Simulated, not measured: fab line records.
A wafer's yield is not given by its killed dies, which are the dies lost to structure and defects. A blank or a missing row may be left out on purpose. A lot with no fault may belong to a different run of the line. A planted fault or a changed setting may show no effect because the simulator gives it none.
Which of the tools did it?    flow sky130    24 lots, 72 wafers sampled, at 6 steps of a route of 708

WHAT EACH GAUGE READ, for each wafer
SKY_VIA2_THK_MEAS_23: measures by xrf.
lot   measured      on             VIA2_W_THK (nm)
L074  day 36 08:15  film_metro-01  426 425 421
L075  day 36 14:18  film_metro-01  423 429 419
L076  day 36 17:36  film_metro-04  429 425 427
L077  day 37 04:10  film_metro-04  416 411 414
L078  day 37 17:48  film_metro-03  424 429 426
L079  day 37 20:55  film_metro-04  421 423 419
L080  day 38 12:05  film_metro-04  439 433 430
L081  day 38 13:36  film_metro-01  426 433 426
L082  day 38 19:37  film_metro-03  428 435 434
L083  day 39 09:43  film_metro-03  437 440 443
L084  day 39 16:01  film_metro-03  431 428 439
L085  day 39 19:25  film_metro-03  430 435 436
L086  day 40 06:35  film_metro-04  433 438 422
L087  day 40 11:44  film_metro-04  428 432 441
L088  day 40 15:25  film_metro-03  439 436 430
L089  day 41 01:49  film_metro-01  431 430 428
L090  day 41 09:56  film_metro-03  435 442 445
L092  day 41 20:26  film_metro-01  445 432 456
L091  day 42 00:11  film_metro-03  436 430 440
L093  day 42 04:30  film_metro-01  437 434 437
L094  day 42 08:02  film_metro-01  429 429 430
L095  day 42 15:38  film_metro-04  435 431 434
L096  day 42 20:52  film_metro-04  419 426 422
L097  day 43 03:16  film_metro-01  452 448 442

SKY_VIA3_THK_MEAS_01.
lot   measured      on             VIA3_HDPCVD_THK (nm)
L074  day 38 14:23  film_metro-01  1668 1649 1671
L075  day 38 19:58  film_metro-04  1671 1682 1646
L076  day 38 23:26  film_metro-02  1632 1631 1639
L077  day 39 09:02  film_metro-04  1645 1654 1657
L078  day 39 21:55  film_metro-04  1647 1640 1648
L079  day 40 01:20  film_metro-02  1622 1652 1614
L080  day 40 14:39  film_metro-01  1647 1650 1648
L081  day 40 16:32  film_metro-02  1649 1645 1641
L082  day 40 23:02  film_metro-04  1656 1644 1644
L083  day 41 11:40  film_metro-04  1620 1639 1614
L084  day 41 18:29  film_metro-04  1623 1650 1625
L085  day 41 20:43  film_metro-04  1665 1665 1642
L086  day 42 07:47  film_metro-04  1624 1629 1632
L087  day 42 13:26  film_metro-01  1645 1629 1633
L088  day 42 18:08  film_metro-04  1611 1651 1637
L089  day 43 04:01  film_metro-01  1638 1650 1634
L090  day 43 11:26  film_metro-02  1644 1664 1633
L092  day 43 21:42  film_metro-02  1629 1627 1632
L091  day 44 00:19  film_metro-01  1637 1627 1623
L093  day 44 05:01  film_metro-04  1641 1626 1656
L094  day 44 08:26  film_metro-01  1635 1613 1640
L095  day 44 16:14  film_metro-01  1609 1626 1624
L096  day 44 20:18  film_metro-01  1610 1617 1593
L097  day 45 02:28  film_metro-01  1642 1618 1637

SKY_VIA4_RS_MEAS_19: a four-point-probe measurement.
lot   measured      on             VIA4_W_RS (ohm/sq)
L074  day 42 20:00  film_metro-04  0.2297 0.2279 0.2254
L075  day 42 23:58  film_metro-03  0.2314 0.2274 0.2300
L076  day 43 05:17  film_metro-01  0.2279 0.2254 0.2261
L077  day 43 14:41  film_metro-03  0.2299 0.2263 0.2299
L078  day 44 01:40  film_metro-04  0.2277 0.2232 0.2257
L079  day 44 05:19  film_metro-03  0.2271 0.2304 0.2283
L080  day 44 17:28  film_metro-01  0.2262 0.2253 0.2253
L081  day 44 19:16  film_metro-01  0.2273 0.2282 0.2285
L082  day 44 23:56  film_metro-01  0.2314 0.2319 0.2306
L083  day 45 11:49  film_metro-01  0.2264 0.2277 0.2255
L084  day 45 18:32  film_metro-04  0.2300 0.2285 0.2295
L085  day 45 21:26  film_metro-01  0.2277 0.2296 0.2291
L086  day 46 04:16  film_metro-01  0.2244 0.2274 0.2310
L087  day 46 11:02  film_metro-04  0.2269 0.2289 0.2304
L088  day 46 15:40  film_metro-03  0.2251 0.2273 0.2295
L089  day 47 00:24  film_metro-04  0.2245 0.2263 0.2268
L090  day 47 04:44  film_metro-03  0.2284 0.2328 0.2294
L092  day 47 13:22  film_metro-03  0.2259 0.2284 0.2272
L091  day 47 17:14  film_metro-03  0.2275 0.2248 0.2243
L093  day 47 21:51  film_metro-03  0.2276 0.2288 0.2247
L094  day 47 23:14  film_metro-01  0.2272 0.2275 0.2251
L095  day 48 07:15  film_metro-01  0.2262 0.2251 0.2240
L096  day 48 11:04  film_metro-04  0.2254 0.2245 0.2232
L097  day 48 14:46  film_metro-03  0.2261 0.2279 0.2245

WHAT TOOL EACH LOT RAN ON (gives the tool, then ch and the chambers of the sampled wafers, and finally the start)
lot   SKY_METAL3_ETCH_17                  SKY_CAP2M_CVD_00                 SKY_VIA4_STRIP_13
L074  rie_diel-03 ch 0,1,3, day 38 13:17  pecvd-04 ch 0,2, day 39 16:34    plasma_asher-03 ch 0,1, day 42 19:11
L075  rie_diel-02 ch 2,3, day 38 18:55    pecvd-01 ch 0,2, day 39 21:04    plasma_asher-03 ch 0,1, day 42 23:08
L076  rie_diel-02 ch 0,1,2, day 38 22:23  pecvd-04 ch 0,2, day 40 02:27    plasma_asher-03 ch 0,1, day 43 04:28
L077  rie_diel-03 ch 0,2, day 39 08:05    pecvd-01 ch 0,1,2, day 40 11:27  plasma_asher-03 ch 0,1, day 43 13:53
L078  rie_diel-02 ch 0,2,3, day 39 20:46  pecvd-04 ch 0,2, day 41 00:02    plasma_asher-03 ch 0,1, day 44 00:38
L079  rie_diel-01 ch 2,3, day 40 00:13    pecvd-04 ch 1,2, day 41 03:56    plasma_asher-03 ch 0,1, day 44 04:30
L080  rie_diel-02 ch 0,1,2, day 40 13:40  pecvd-01 ch 0,2, day 41 17:29    plasma_asher-02 ch 0,1, day 44 16:09
L081  rie_diel-01 ch 2,3, day 40 15:34    pecvd-03 ch 0,1, day 41 19:02    plasma_asher-02 ch 1, day 44 17:57
L082  rie_diel-03 ch 1,2, day 40 21:44    pecvd-01 ch 0,1,2, day 42 00:58  plasma_asher-02 ch 0, day 44 22:37
L083  rie_diel-03 ch 0,1,3, day 41 10:40  pecvd-01 ch 0,2, day 42 13:55    plasma_asher-03 ch 0,1, day 45 11:00
L084  rie_diel-01 ch 1,2, day 41 17:32    pecvd-03 ch 0,1, day 42 20:11    plasma_asher-03 ch 0,1, day 45 17:42
L085  rie_diel-02 ch 0,1,2, day 41 19:46  pecvd-01 ch 0,1,2, day 42 23:01  plasma_asher-03 ch 0,1, day 45 20:36
L086  rie_diel-03 ch 0,2,3, day 42 06:50  pecvd-04 ch 0,1,2, day 43 09:04  plasma_asher-04 ch 0,1, day 46 03:27
L087  rie_diel-01 ch 2,3, day 42 12:28    pecvd-03 ch 0,1, day 43 14:58    plasma_asher-04 ch 0,1, day 46 10:13
L088  rie_diel-03 ch 0,2,3, day 42 17:10  pecvd-03 ch 0,1,2, day 43 19:49  plasma_asher-03 ch 0, day 46 14:50
L089  rie_diel-01 ch 1,2,3, day 43 03:02  pecvd-03 ch 0,1,2, day 44 05:37  plasma_asher-03 ch 0,1, day 46 23:31
L090  rie_diel-01 ch 1,2,3, day 43 10:29  pecvd-01 ch 0,1,2, day 44 11:30  plasma_asher-02 ch 0,1, day 47 03:54
L092  rie_diel-01 ch 0,3, day 43 20:43    pecvd-04 ch 0,1,2, day 44 21:33  plasma_asher-04 ch 0,1, day 47 12:26
L091  rie_diel-03 ch 0,2,3, day 43 23:19  pecvd-03 ch 0,1,2, day 45 00:04  plasma_asher-02 ch 0,1, day 47 16:14
L093  rie_diel-02 ch 0,1, day 44 04:04    pecvd-04 ch 0,1, day 45 04:14    plasma_asher-04 ch 0,1, day 47 20:57
L094  rie_diel-01 ch 0,3, day 44 07:23    pecvd-03 ch 0,1,2, day 45 08:26  plasma_asher-02 ch 0,1, day 47 22:25
L095  rie_diel-01 ch 2,3, day 44 14:59    pecvd-03 ch 1,2, day 45 16:17    plasma_asher-03 ch 0,1, day 48 06:27
L096  rie_diel-01 ch 1,3, day 44 18:43    pecvd-04 ch 1,2, day 45 20:14    plasma_asher-02 ch 0,1, day 48 10:11
L097  rie_diel-02 ch 0,3, day 45 01:25    pecvd-03 ch 1,2, day 46 01:27    plasma_asher-03 ch 0, day 48 13:54
- SKY_METAL3_ETCH_17: etches SiO2 in C4F8/O2/Ar, stops on TiN, time 3.9 s, target depth 15 nm.
- SKY_CAP2M_CVD_00: deposits SiO2, target thk 15.5 nm.
- SKY_VIA4_STRIP_13: strips in O2/N2.

AS READ BY THE TOOLS THEMSELVES (means over the sampled wafers that have a number; for cases with no such wafer, the mark the record gives instead)
SKY_METAL3_ETCH_17.
lot   tool         oes_product_au (a.u.)
L074  rie_diel-03  0.759
L075  rie_diel-02  0.754
L076  rie_diel-02  0.750
L077  rie_diel-03  0.754
L078  rie_diel-02  0.755
L079  rie_diel-01  0.759
L080  rie_diel-02  0.753
L081  rie_diel-01  0.756
L082  rie_diel-03  0.752
L083  rie_diel-03  0.761
L084  rie_diel-01  0.754
L085  rie_diel-02  0.761
L086  rie_diel-03  0.750
L087  rie_diel-01  0.758
L088  rie_diel-03  0.752
L089  rie_diel-01  0.758
L090  rie_diel-01  0.748
L092  rie_diel-01  0.760
L091  rie_diel-03  0.751
L093  rie_diel-02  0.757
L094  rie_diel-01  0.757
L095  rie_diel-01  0.762
L096  rie_diel-01  0.746
L097  rie_diel-02  0.762

SKY_CAP2M_CVD_00.
lot   tool      heater_power_w (W)
L074  pecvd-04  682
L075  pecvd-01  658
L076  pecvd-04  739
L077  pecvd-01  770
L078  pecvd-04  672
L079  pecvd-04  650
L080  pecvd-01  667
L081  pecvd-03  686
L082  pecvd-01  723
L083  pecvd-01  678
L084  pecvd-03  594
L085  pecvd-01  716
L086  pecvd-04  697
L087  pecvd-03  645
L088  pecvd-03  696
L089  pecvd-03  642
L090  pecvd-01  730
L092  pecvd-04  715
L091  pecvd-03  641
L093  pecvd-04  707
L094  pecvd-03  588
L095  pecvd-03  688
L096  pecvd-04  698
L097  pecvd-03  592

SKY_VIA4_STRIP_13.
lot   tool             drypump_motor_current_A (A)  o2_flow_sccm (sccm)  oes_product_au (a.u.)  strip_time_to_endpoint_s (s)
L074  plasma_asher-03  6.2                          2997                 0.708                  12.72
L075  plasma_asher-03  6.3                          3000                 0.715                  12.80
L076  plasma_asher-03  6.3                          2997                 0.713                  12.84
L077  plasma_asher-03  6.4                          3005                 0.710                  12.81
L078  plasma_asher-03  6.2                          2995                 0.707                  12.80
L079  plasma_asher-03  6.2                          2996                 0.711                  12.80
L080  plasma_asher-02  5.6                          2998                 0.707                  12.81
L081  plasma_asher-02  5.5                          2996                 0.712                  12.75
L082  plasma_asher-02  5.5                          2996                 0.711                  12.79
L083  plasma_asher-03  6.2                          2994                 0.709                  12.84
L084  plasma_asher-03  6.4                          3002                 0.713                  12.77
L085  plasma_asher-03  6.2                          3003                 0.711                  12.79
L086  plasma_asher-04  5.1                          3006                 0.710                  12.79
L087  plasma_asher-04  5.3                          3002                 0.710                  12.82
L088  plasma_asher-03  6.1                          2991                 0.709                  12.80
L089  plasma_asher-03  6.2                          3004                 0.706                  12.80
L090  plasma_asher-02  5.6                          2995                 0.704                  12.78
L092  plasma_asher-04  5.1                          3010                 0.713                  12.79
L091  plasma_asher-02  5.6                          2995                 0.711                  12.81
L093  plasma_asher-04  5.1                          3004                 0.712                  12.79
L094  plasma_asher-02  5.6                          3000                 0.708                  12.80
L095  plasma_asher-03  6.3                          3001                 0.709                  12.80
L096  plasma_asher-02  5.5                          2997                 0.711                  12.88
L097  plasma_asher-03  6.1                          2987                 0.710                  12.78

THE ANSWER, worked out from the rows above alone
Rule: what is usual is taken from the lots themselves. Put in order of their means at a reading, lots are off if they are a third of the lots or fewer, leave a main group of 4 or more, and stand apart from it by a gap of 3 or more times the standard deviation of the main group's means; of several such gaps the widest counts. Not used: any main group whose means are identical at the precision the tables above print for the reading. Also off: a lot with no number at a reading for which 4 or more lots have one. All remaining lots with rows at the step are treated as sound. The gauges are gone through in route order, then the tools' own readings, and for those a lot's mean is taken as printed above. The first step at which some lot is off is used, and at that step the reading that is off furthest; a lot without a number counts as furthest.
No lot is off at any reading shown: from this, nothing can be told.

WHAT THE SIMULATOR HAD INSERTED
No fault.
